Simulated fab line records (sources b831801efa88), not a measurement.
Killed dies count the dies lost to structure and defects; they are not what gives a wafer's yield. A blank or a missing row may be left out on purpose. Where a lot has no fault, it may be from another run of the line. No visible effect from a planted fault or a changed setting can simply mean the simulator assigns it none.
A sampling plan put to the test -- flow sky130 -- one line in one fab, 49 faults in these records, each fault weighed on the records of the lots it struck
The plan is the line's own looks: the steps of the route at which a gauge or an inspection reads the wafer and doesn't change it. Where struck wafers have a number at a look and the file lists that look's usual mean and standard deviation on fault-free wafers, the look can be judged. Caught: the struck wafers' mean, at a look after the fault's first step, is 4 or more of those standard deviations (sigma) away from the usual mean. On the tool: here the same test is run on the tool's own readings at the fault's steps. If the struck wafers alone have a blank record, or they carry another recipe, that too counts as caught.

THE FAULTS, as the simulator had put them in
1. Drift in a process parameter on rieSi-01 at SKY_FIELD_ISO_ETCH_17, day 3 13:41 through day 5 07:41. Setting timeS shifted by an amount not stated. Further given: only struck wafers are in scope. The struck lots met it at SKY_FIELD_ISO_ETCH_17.
2. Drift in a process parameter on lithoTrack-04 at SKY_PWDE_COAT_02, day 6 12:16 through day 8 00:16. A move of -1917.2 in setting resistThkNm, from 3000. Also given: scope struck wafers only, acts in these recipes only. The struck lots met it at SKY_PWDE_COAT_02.
3. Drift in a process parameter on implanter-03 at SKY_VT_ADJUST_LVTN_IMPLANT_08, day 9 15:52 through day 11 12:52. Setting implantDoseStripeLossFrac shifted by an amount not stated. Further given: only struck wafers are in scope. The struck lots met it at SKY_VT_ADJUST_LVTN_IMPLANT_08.
4. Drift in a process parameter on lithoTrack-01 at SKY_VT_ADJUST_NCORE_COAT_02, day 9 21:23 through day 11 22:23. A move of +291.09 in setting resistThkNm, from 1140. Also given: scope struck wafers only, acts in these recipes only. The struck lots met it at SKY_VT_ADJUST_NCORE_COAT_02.
5. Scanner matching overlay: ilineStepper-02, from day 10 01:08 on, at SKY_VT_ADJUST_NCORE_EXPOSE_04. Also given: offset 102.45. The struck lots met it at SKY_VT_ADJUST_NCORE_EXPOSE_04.
6. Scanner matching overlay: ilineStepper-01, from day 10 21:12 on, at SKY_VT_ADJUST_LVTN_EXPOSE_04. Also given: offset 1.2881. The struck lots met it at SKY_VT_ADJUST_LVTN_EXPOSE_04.
7. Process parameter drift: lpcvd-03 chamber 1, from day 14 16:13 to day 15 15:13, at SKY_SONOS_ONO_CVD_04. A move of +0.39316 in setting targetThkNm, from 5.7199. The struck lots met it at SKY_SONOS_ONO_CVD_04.
8. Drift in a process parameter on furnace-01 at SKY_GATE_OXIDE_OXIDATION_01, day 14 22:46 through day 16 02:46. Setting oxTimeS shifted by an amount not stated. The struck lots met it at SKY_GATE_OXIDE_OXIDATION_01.
9. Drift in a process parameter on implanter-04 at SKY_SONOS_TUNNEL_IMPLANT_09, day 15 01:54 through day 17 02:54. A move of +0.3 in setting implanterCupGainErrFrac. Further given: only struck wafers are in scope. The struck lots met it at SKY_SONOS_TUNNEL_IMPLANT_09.
10. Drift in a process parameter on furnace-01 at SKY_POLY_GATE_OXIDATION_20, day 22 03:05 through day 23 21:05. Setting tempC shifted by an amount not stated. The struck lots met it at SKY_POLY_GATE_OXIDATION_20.
11. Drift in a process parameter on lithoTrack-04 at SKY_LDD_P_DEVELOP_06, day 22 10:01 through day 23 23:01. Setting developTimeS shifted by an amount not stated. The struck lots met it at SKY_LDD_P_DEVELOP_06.
12. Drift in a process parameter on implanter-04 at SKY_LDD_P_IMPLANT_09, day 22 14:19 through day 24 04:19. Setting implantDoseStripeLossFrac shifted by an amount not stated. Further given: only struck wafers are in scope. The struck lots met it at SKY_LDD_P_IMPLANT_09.
13. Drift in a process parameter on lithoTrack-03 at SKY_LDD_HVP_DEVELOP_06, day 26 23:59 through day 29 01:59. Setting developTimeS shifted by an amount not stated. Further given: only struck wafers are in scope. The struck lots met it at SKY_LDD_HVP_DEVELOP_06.
14. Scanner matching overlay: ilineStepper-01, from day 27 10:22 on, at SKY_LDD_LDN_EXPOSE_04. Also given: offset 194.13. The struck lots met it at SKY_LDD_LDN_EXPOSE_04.
15. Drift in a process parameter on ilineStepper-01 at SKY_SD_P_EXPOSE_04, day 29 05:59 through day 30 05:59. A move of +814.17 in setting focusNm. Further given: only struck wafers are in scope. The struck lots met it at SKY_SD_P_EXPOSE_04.
16. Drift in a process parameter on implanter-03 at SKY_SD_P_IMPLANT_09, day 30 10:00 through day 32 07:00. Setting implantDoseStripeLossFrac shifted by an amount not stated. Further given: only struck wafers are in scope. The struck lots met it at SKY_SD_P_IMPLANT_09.
17. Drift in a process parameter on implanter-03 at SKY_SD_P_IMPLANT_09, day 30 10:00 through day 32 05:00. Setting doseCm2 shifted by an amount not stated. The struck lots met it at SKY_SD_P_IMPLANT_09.
18. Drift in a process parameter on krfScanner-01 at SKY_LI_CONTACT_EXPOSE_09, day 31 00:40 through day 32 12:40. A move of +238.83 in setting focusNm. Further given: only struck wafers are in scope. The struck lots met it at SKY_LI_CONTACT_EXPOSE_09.
19. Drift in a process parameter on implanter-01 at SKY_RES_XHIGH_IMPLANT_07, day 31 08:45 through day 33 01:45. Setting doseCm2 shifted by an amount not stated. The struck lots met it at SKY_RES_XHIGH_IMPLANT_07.
20. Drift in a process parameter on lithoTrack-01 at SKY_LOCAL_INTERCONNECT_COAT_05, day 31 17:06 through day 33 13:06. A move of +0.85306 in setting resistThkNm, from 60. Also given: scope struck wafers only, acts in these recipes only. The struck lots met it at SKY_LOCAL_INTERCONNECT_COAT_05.
21. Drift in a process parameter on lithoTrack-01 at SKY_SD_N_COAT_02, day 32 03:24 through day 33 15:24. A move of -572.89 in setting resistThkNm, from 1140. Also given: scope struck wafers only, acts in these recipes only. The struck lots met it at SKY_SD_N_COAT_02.
22. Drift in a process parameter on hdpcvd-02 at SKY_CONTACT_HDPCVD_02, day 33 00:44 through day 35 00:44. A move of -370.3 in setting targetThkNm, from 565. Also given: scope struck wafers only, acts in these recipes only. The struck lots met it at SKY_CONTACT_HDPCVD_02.
23. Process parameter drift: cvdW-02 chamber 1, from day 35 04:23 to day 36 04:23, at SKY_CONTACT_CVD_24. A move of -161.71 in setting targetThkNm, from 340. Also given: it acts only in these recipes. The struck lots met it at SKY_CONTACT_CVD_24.
24. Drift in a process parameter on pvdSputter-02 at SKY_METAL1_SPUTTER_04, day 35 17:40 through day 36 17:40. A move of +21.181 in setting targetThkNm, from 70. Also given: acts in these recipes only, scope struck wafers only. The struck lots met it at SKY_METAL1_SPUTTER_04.
25. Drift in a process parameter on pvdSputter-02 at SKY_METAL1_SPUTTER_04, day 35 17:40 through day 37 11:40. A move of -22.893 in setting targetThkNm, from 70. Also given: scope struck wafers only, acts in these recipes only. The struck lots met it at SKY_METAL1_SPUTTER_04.
26. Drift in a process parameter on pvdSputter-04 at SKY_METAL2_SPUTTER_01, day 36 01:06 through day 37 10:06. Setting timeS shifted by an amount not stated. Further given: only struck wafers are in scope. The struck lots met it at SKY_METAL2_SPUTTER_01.
27. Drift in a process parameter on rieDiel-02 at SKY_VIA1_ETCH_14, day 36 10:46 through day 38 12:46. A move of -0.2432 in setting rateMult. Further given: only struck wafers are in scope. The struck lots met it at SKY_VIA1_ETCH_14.
28. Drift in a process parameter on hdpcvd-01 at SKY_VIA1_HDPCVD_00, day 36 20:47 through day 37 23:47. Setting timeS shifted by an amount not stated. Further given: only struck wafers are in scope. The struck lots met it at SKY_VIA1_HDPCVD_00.
29. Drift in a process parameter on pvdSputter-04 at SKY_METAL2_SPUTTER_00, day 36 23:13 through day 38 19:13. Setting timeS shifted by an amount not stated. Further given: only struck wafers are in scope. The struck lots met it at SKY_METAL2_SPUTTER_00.
30. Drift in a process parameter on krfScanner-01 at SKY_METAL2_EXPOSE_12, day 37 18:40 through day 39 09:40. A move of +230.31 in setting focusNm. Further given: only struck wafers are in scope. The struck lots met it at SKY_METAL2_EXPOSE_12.
31. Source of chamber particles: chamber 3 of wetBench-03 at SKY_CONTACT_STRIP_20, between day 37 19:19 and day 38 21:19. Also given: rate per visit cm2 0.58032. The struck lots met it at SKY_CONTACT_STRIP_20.
32. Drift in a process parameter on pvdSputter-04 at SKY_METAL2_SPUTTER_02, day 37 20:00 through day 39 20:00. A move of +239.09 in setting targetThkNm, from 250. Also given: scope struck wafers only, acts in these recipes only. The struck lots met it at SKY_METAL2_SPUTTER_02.
33. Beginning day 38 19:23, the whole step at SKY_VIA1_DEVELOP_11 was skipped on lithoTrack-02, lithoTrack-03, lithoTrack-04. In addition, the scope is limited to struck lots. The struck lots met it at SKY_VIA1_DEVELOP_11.
34. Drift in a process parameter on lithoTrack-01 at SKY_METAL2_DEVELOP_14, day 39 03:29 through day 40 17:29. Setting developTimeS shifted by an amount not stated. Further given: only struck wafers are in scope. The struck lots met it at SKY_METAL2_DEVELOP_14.
35. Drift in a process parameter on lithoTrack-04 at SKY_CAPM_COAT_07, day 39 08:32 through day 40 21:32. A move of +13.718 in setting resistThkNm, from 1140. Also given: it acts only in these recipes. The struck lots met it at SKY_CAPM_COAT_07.
36. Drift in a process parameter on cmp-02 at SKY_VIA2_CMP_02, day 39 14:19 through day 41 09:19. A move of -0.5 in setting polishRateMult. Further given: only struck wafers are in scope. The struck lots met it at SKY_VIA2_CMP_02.
37. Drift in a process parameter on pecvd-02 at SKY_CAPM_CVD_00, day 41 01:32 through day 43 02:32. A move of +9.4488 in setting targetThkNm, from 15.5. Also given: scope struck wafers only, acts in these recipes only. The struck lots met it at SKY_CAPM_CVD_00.
38. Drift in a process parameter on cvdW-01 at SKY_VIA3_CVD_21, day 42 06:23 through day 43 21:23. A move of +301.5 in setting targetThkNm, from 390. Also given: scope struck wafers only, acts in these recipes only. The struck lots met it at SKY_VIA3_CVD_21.
39. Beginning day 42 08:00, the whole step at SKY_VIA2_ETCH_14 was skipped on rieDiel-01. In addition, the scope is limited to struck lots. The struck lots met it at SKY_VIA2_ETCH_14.
40. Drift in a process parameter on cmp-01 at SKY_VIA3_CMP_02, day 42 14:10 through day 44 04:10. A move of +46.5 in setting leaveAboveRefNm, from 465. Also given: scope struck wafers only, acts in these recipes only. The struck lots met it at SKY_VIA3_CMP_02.
41. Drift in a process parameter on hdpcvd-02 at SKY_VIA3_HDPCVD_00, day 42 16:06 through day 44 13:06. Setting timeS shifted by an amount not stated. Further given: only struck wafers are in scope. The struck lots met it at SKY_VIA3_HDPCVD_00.
42. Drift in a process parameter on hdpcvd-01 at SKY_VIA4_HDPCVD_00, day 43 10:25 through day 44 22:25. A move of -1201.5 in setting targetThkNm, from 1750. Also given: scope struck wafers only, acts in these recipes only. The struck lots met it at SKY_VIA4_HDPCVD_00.
43. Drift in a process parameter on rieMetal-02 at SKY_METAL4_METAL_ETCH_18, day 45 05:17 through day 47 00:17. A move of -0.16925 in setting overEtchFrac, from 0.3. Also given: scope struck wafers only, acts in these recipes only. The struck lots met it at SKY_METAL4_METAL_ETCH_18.
44. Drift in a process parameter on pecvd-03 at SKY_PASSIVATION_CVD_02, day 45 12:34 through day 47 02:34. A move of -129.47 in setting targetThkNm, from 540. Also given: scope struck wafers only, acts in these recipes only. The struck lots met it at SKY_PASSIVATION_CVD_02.
45. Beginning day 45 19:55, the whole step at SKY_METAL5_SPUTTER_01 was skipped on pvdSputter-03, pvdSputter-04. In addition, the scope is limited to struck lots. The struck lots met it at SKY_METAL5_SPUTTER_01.
46. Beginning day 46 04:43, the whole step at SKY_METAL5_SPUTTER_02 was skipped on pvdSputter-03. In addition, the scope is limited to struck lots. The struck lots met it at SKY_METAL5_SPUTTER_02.
47. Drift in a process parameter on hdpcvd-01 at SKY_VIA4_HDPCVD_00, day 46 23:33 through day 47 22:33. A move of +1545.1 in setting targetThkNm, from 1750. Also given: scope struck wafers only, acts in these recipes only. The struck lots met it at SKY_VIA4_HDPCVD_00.
48. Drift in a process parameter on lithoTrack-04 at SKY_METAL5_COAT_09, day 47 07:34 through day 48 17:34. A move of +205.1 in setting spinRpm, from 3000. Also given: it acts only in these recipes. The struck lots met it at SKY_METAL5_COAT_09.
49. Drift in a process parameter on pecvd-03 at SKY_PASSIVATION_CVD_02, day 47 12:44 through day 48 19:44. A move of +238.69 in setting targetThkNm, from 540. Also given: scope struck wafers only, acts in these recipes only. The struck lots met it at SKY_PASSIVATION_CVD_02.

WHAT THE PLAN SAW
fault,on the tool itself,first look that catches it,"reading, sigma",median hours from its first step to that look,hours from the fault's start to the first struck lot there,judged looks passed uncaught
1,runLengthS -23 sigma,no look after it can be judged,-,-,-,0
2,no reading that can be judged,none of the 2 looks that can be judged after it,-,-,-,2
3,under 2 sigma,SKY_VT_ADJUST_LVTN_TW_MEAS_10,VT_ADJUST_LVTN_TW -4.2,0.2,12,0
4,no reading that can be judged,SKY_VT_ADJUST_NCORE_CD_MEAS_07,cdNm -9.7,11.6,21,0
5,no reading that can be judged,SKY_VT_ADJUST_NCORE_OVL_MEAS_08,VT_ADJUST_NCORE_OVL +84,11.1,16,0
6,no reading that can be judged,no look after it can be judged,-,-,-,0
7,under 2 sigma,not the one look that can be judged after it,"strongest: SONOS_ONO_CVD_04_THK at SKY_SONOS_ONO_THK_MEAS_05, +2.5",-,-,1
8,under 2 sigma,SKY_GATE_OXIDE_THK_MEAS_02,GATE_OXIDE_OXIDATION_00_THK -5.9,1.4,7,0
9,faradayCurrentUA +16 sigma,SKY_SONOS_TUNNEL_TW_MEAS_12,SONOS_TUNNEL_TW -10.0,0.4,6,0
10,tubeCenterTempC +99 or beyond sigma,SKY_POLY_GATE_THK_MEAS_21,POLY_GATE_OXIDATION_THK +7.9,1.2,6,0
11,under 2 sigma,not the one look that can be judged after it,"strongest: cdNm at SKY_LDD_P_CD_MEAS_07, +3.5",-,-,1
12,no reading that can be judged,SKY_LDD_P_TW_MEAS_11,LDD_P_TW -6.5,0.2,7,0
13,only faintly: developerTempC +2.0 sigma,not the one look that can be judged after it,-,-,-,1
14,no reading that can be judged,SKY_LDD_LDN_OVL_MEAS_07,LDD_LDN_OVL +99 or beyond,13.7,16,0
15,no reading that can be judged,SKY_SD_P_CD_MEAS_07,cdNm -6.6,13.7,20,0
16,under 2 sigma,no look after it can be judged,-,-,-,0
17,doseIonsCm2 -99 or beyond sigma,SKY_SD_P_TW_MEAS_11,SD_P_TW -8.6,0.2,4,0
18,under 2 sigma,SKY_LI_CONTACT_CD_MEAS_12,cdNm -18,12.9,14,0
19,doseIonsCm2 -99 or beyond sigma,SKY_RES_XHIGH_TW_MEAS_09,RES_XHIGH_TW -8.4,0.2,2,0
20,no reading that can be judged,none of the 2 looks that can be judged after it,-,-,-,2
21,under 2 sigma,SKY_SD_N_CD_MEAS_07,cdNm +28,14.0,16,0
22,no reading that can be judged,SKY_CONTACT_THK_MEAS_03,CONTACT_HDPCVD_THK -68,0.1,5,0
23,under 2 sigma,SKY_CONTACT_RS_MEAS_25,CONTACT_W_RS +57,0.1,7,0
24,under 2 sigma,SKY_METAL1_THK_MEAS_06,METAL1_ALCU_THK -4.4,0.2,6,0
25,under 2 sigma,SKY_METAL1_THK_MEAS_06,METAL1_ALCU_THK +5.6,0.2,10,0
26,under 2 sigma,no look after it can be judged,-,-,-,0
27,under 2 sigma,no look after it can be judged,-,-,-,0
28,runLengthS -71 sigma,SKY_VIA1_THK_MEAS_01,VIA1_HDPCVD_THK -29,0.1,6,0
29,under 2 sigma,no look after it can be judged,-,-,-,0
30,no reading that can be judged,SKY_METAL2_CD_MEAS_15,cdNm -28,11.8,26,0
31,under 2 sigma,not the one look that can be judged after it,-,-,-,1
32,only faintly: throttleValvePct +2.1 sigma,SKY_METAL2_RS_MEAS_05,METAL2_ALCU_RS -39,0.1,14,0
33,no reading that can be judged,no look after it can be judged,-,-,-,0
34,under 2 sigma,SKY_METAL2_CD_MEAS_15,cdNm -4.0,0.4,24,0
35,under 2 sigma,no look after it can be judged,-,-,-,0
36,under 2 sigma,not the one look that can be judged after it,-,-,-,1
37,under 2 sigma,SKY_CAPM_THK_MEAS_01,CAPM_CVD_00_THK +44,0.0,7,0
38,under 2 sigma,SKY_VIA3_RS_MEAS_22,VIA3_W_RS -27,0.1,21,0
39,the tool's record is blank for the struck wafers,no look after it can be judged,-,-,-,0
40,under 2 sigma,none of the 2 looks that can be judged after it,-,-,-,2
41,runLengthS +20 sigma,SKY_VIA3_THK_MEAS_01,VIA3_HDPCVD_THK +5.5,0.1,1,0
42,under 2 sigma,SKY_VIA4_THK_MEAS_01,VIA4_HDPCVD_THK -66,0.2,3,0
43,oesProductAu +12 sigma,not the one look that can be judged after it,-,-,-,1
44,under 2 sigma,SKY_PASSIVATION_THK_MEAS_03,PASSIVATION_CVD_02_THK -19,0.2,5,0
45,the tool's record is blank for the struck wafers,no look after it can be judged,-,-,-,0
46,the tool's record is blank for the struck wafers,SKY_METAL5_RS_MEAS_05,METAL5_ALCU_RS +99 or beyond,0.1,4,0
47,no reading that can be judged,SKY_VIA4_THK_MEAS_01,VIA4_HDPCVD_THK +85,0.2,3,0
48,spinSpeedRpm +99 or beyond sigma,no look after it can be judged,-,-,-,0
49,under 2 sigma,SKY_PASSIVATION_THK_MEAS_03,PASSIVATION_CVD_02_THK +35,0.2,11,0
A dash: the fault is not caught, or the number is missing from these records.

Caught at a look: 29 of 49. Caught on the tool: 12 of 49. By one or the other: 34 of 49.
Caught on the tool alone: faults 1, 39, 43, 45, 48.
Caught at a look alone: faults 3, 4, 5, 8, 12, 14, 15, 18, 21, 22, 23, 24, 25, 30, 32, 34, 37, 38, 42, 44, 47, 49.
Caught by neither: faults 2, 6, 7, 11, 13, 16, 20, 26, 27, 29, 31, 33, 35, 36, 40.

THINNER SAMPLING
If the look that catches a fault measured only every second or every third lot, by lot number, the first struck lot would be measured this late in the worst case:
fault,"struck lots at that look, in order of time",every lot,every second lot,every third lot
3,"L882, L883, L884",12 h,13 h,19 h
4,"L838, L839, L840",21 h,28 h,41 h
5,"L406, L407, L408, L412",16 h,18 h,25 h
8,"L775, L777",7 h,may miss all 2,may miss all 2
9,"L292, L296",6 h,may miss all 2,may miss all 2
10,"L281, L282, L283",6 h,9 h,36 h
12,"L540, L542",7 h,may miss all 2,may miss all 2
14,"L835, L836",16 h,26 h,may miss all 2
15,"L716, L717",20 h,25 h,may miss all 2
17,"L263, L264, L266",4 h,13 h,may miss all 3
18,L408,14 h,may miss it,may miss it
19,"L683, L684, L685",2 h,3 h,7 h
21,"L729, L730, L731",16 h,26 h,27 h
22,L945,5 h,may miss it,may miss it
23,"L382, L383, L384",7 h,19 h,22 h
24,"L139, L140",6 h,10 h,may miss all 2
25,"L249, L253",10 h,may miss all 2,may miss all 2
28,"L153, L155",6 h,may miss all 2,may miss all 2
30,"L445, L449",26 h,may miss all 2,may miss all 2
32,"L462, L463",14 h,17 h,may miss all 2
34,L446,24 h,may miss it,may miss it
37,"L771, L773, L774",7 h,37 h,may miss all 3
38,L602,21 h,may miss it,may miss it
41,L338,1 h,may miss it,may miss it
42,"L943, L944",3 h,9 h,may miss all 2
44,"L267, L271",5 h,may miss all 2,may miss all 2
46,"L517, L518",4 h,7 h,may miss all 2
47,"L210, L212, L211",3 h,10 h,10 h
49,"L833, L835",11 h,may miss all 2,may miss all 2
Hours count from the start of the fault until the first struck lot that is measured. The test against the limit of 4 sigma pooled every struck wafer, which means one lot taken alone may stay below that limit. Other struck lots may not be in these records.

THE LONGEST TIMED WAY FROM STEP TO LOOK
In fault 21, a median of 14.0 hours elapses between SKY_SD_N_COAT_02 and SKY_SD_N_CD_MEAS_07. No look between them can be judged.
